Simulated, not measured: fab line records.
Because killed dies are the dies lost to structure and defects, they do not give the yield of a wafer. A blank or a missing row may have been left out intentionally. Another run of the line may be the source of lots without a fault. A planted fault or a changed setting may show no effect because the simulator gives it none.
Matching of chambers | flow sky130 | SKY_VIA2_CMP_02 on cmp-01 has 4 sister chambers
The step polishes SiO2. 24 wafers are shown with their chamber, then 12 later ones without.

WAFERS, EACH WITH ITS CHAMBER
wafer  | chamber | motor_current_A (A) | slurry_filter_dp_kPa (kPa)
L077.1 | 1       | 13.0                | 13.31
L077.4 | 3       | 13.1                | 13.66
L077.6 | 0       | 10.4                | 13.46
L078.2 | 0       | 10.5                | 13.38
L078.3 | 3       | 13.4                | 13.61
L078.6 | 2       | 12.7                | 13.68
L079.1 | 0       | 10.7                | 13.43
L079.2 | 1       | 12.4                | 13.48
L079.3 | 3       | 12.7                | 13.47
L081.2 | 0       | 10.6                | 13.30
L081.3 | 3       | 12.1                | 13.64
L081.4 | 2       | 13.2                | 13.67
L084.2 | 0       | 11.0                | 13.57
L084.3 | 1       | 12.8                | 13.67
L084.5 | 1       | 12.4                | 13.61
L086.1 | 2       | 14.1                | 13.36
L086.2 | 3       | 12.5                | 13.42
L086.4 | 1       | 12.3                | 13.60
L087.1 | 1       | 13.1                | 13.50
L087.3 | 2       | 13.6                | 13.53
L087.4 | 3       | 13.1                | 13.32
L088.1 | 2       | 13.1                | 13.82
L088.3 | 3       | 12.4                | 13.51
L088.5 | 0       | 10.7                | 13.52

SIGNATURES, as means of the wafers listed above
reading              | chamber 0 | chamber 1 | chamber 2 | chamber 3 | scatter within a chamber
motor_current_A      | 10.650    | 12.667    | 13.340    | 12.757    | 0.401
slurry_filter_dp_kPa | 13.4433   | 13.5283   | 13.6120   | 13.5186   | 0.131
Rule: a wafer's distance from a chamber is the root of the sum, over the readings, of the square of ((its reading less the chamber's mean) divided by the reading's scatter). The wafer belongs to the nearest chamber; if the next one is less than 2 further off, it can't be placed. The scatter is the square root of a quotient: the sum, over the shown wafers, of each reading's squared deviation from its chamber's mean, divided by wafers minus chambers.

WAFERS MISSING THEIR CHAMBER
wafer  | motor_current_A (A) | slurry_filter_dp_kPa (kPa)
L091.2 | 12.8                | 13.56
L091.3 | 10.9                | 13.21
L091.6 | 13.3                | 13.53
L093.1 | 13.3                | 13.26
L093.3 | 12.9                | 13.50
L093.6 | 11.9                | 13.54
L095.3 | 12.2                | 13.45
L095.4 | 12.4                | 13.48
L095.6 | 13.4                | 13.48
L096.3 | 10.7                | 13.64
L096.4 | 12.4                | 13.52
L096.6 | 10.7                | 13.75

EACH ONE'S CHAMBER
wafer  | from the rows above               | in truth
L091.2 | can't be placed: 3 or 1 or 2      | 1
L091.3 | 0                                 | 0
L091.6 | can't be placed: 2 or 3 or 1      | 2
L093.1 | can't be placed: 3 or 1 or 2      | 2
L093.3 | can't be placed: 3 or 1 or 2      | 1
L093.6 | can't be placed: 1 or 3 or 0 or 2 | 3
L095.3 | can't be placed: 1 or 3 or 2      | 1
L095.4 | can't be placed: 1 or 3 or 2      | 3
L095.6 | can't be placed: 2 or 3 or 1      | 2
L096.3 | 0                                 | 0
L096.4 | can't be placed: 1 or 3 or 2      | 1
L096.6 | 0                                 | 0
Placed correctly: 3 of 12. Can't be placed from these rows: 9 (the true chamber is among the candidates in 9). Number placed wrongly: 0.
